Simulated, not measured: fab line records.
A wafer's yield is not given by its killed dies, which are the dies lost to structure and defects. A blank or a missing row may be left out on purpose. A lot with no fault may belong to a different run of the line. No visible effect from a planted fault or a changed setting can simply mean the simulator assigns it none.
Comparing a struck lot with a sound one -- flow sfq_line -- 21 steps out of a route of 325
Sound: these wafers, L483.1, L483.3, L483.5. Struck: wafers L471.3, L471.4, L471.5. The cause is named last.
At each step with rows: each side's tool, then ch and its chambers, then its first start. Under that, the readings that differ: sound wafers -- struck wafers -- difference of the means -- sigmas: that difference in standard deviations of wafers without a fault.
alike: same words and numbers on both sides, and readings whose means sit less than 2 such deviations apart. not compared: any withheld reading, any reading some wafer has no value for, any bound like >300 that may hide the same value, and any number with overlapping values for which the record gives no deviation.
The two part at a step that has a row with sigmas, a row that says differs or no value, or rows on one side only. When numbers do not overlap yet have no deviation, they are printed without sigmas and do not part them. Lack of a reading on every wafer of one side parts them only where that side has two or more wafers.

SFQ_TRILAYER_A5C_DEP_PECVD_142: deposits SiO2 from SiH4/N2O, time 15.556 s, target thk 70 nm.
  sound on pecvd-03 ch 0,1, day 68 12:50; struck on pecvd-04 ch 0,2, day 64 03:03
  alike: chamber_pressure_Torr, heater_power_w, showerhead_vpp_V, throttle_valve_pct
then, 6 steps without rows for these wafers: SFQ_TRILAYER_I5_LITHO_COAT_149 (resist thk 62 nm); SFQ_TRILAYER_I5_LITHO_COAT_144 (resist thk 650 nm); SFQ_TRILAYER_I5_LITHO_SOFTBAKE_148; SFQ_TRILAYER_I5_LITHO_EXPOSE_145 (exposes mask I5, target cd 700 nm); SFQ_TRILAYER_I5_LITHO_PEB_147 (peb time 60 s); SFQ_TRILAYER_I5_LITHO_DEVELOP_146 (time 60 s).
SFQ_I5_OVL_MEAS_936:
  sound on overlay-02, day 68 18:01; struck on overlay-01, day 64 06:06
  alike: I5_OVL
SFQ_TRILAYER_I5_BARC_OPEN_VIA_ETCH_200: etches BARC in O2, target depth 125 nm, time 41.7 s.
  sound on rie_diel-02 ch 0,1,3, day 68 18:03; struck on rie_diel-02 ch 0,2,3, day 64 06:08
  alike: chamber_pressure_mTorr, drypump_motor_current_A, oes_product_au
  not compared: rf_hours_counter_h
SFQ_TRILAYER_I5_ETCH_VIA_ETCH_147: etches the open film in CHF3, stops on Nb, target depth 360 nm.
  sound on rie_diel-02 ch 0,1,3, day 68 18:05; struck on rie_diel-02 ch 0,2,3, day 64 06:10
  alike: chamber_pressure_mTorr, drypump_motor_current_A, oes_product_au
SFQ_TRILAYER_I5_STRIP_STRIP_148: strips in O2.
  sound on rie_metal-01 ch 0,1, day 68 18:14; struck on rie_metal-01 ch 0,1, day 64 06:31
  alike: chamber_pressure_mTorr, drypump_motor_current_A, oes_product_au
  not compared: rf_hours_counter_h
then, 1 step without rows for these wafers: SFQ_TRILAYER_I5_STRIP_SOLV_CLEAN_149 (cleans in NMP, time 600 s).
SFQ_TRILAYER_C5_LITHO_COAT_156: resist thk 62 nm.
  sound on litho_track-03 ch 0, day 68 19:02; struck on litho_track-03 ch 0, day 64 07:22
reading,sound,struck,difference,sigmas
spin_speed_rpm (rpm),3003.0 3000.1 3001.2,2955.3 2955.6 2952.1,-47.1,-25
model.BARC_of_TRILAYER_C5_LITHO_COAT_156.thk_nm (nm),62.02 62.18 61.89,62.31 62.23 62.42,+0.29,
then, 5 steps without rows for these wafers: SFQ_TRILAYER_C5_LITHO_COAT_151 (resist thk 650 nm); SFQ_TRILAYER_C5_LITHO_SOFTBAKE_155; SFQ_TRILAYER_C5_LITHO_EXPOSE_152 (exposes mask C5, target cd 500 nm); SFQ_TRILAYER_C5_LITHO_PEB_154 (peb time 60 s); SFQ_TRILAYER_C5_LITHO_DEVELOP_153 (time 60 s).
-- the record jumps here: 5 days lie between the struck wafers' starts before and after --
SFQ_C5_OVL_MEAS_937:
  sound on overlay-01, day 73 06:53; struck on overlay-01, day 69 02:15
  alike: C5_OVL
SFQ_TRILAYER_C5_BARC_OPEN_VIA_ETCH_210: etches BARC in O2, target depth 125 nm, time 41.7 s.
  sound on rie_diel-04 ch 0,1, day 73 06:55; struck on rie_diel-04 ch 0,1,3, day 69 02:16
reading,sound,struck,difference,sigmas
model.etch.depth_nm (nm),62.02 62.18 61.89,62.31 62.23 62.42,+0.29,
  alike: chamber_pressure_mTorr, drypump_motor_current_A, oes_product_au
  not compared: rf_hours_counter_h
SFQ_TRILAYER_C5_ETCH_VIA_ETCH_154: etches SiO2 in CHF3, stops on Nb, target depth 84 nm.
  sound on rie_diel-04 ch 0,1, day 73 06:58; struck on rie_diel-04 ch 0,1,3, day 69 02:19
  alike: chamber_pressure_mTorr, drypump_motor_current_A, oes_product_au

WHERE THEY PART
Only at SFQ_TRILAYER_C5_LITHO_COAT_156, as far as this record shows. Later steps at which nothing parts them and some readings are alike: SFQ_C5_OVL_MEAS_937, SFQ_TRILAYER_C5_BARC_OPEN_VIA_ETCH_210, SFQ_TRILAYER_C5_ETCH_VIA_ETCH_154.

WHY: the cause the simulator had injected
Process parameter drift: litho_track-03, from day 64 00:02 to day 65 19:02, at SFQ_TRILAYER_C5_LITHO_COAT_156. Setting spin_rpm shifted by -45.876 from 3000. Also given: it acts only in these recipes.
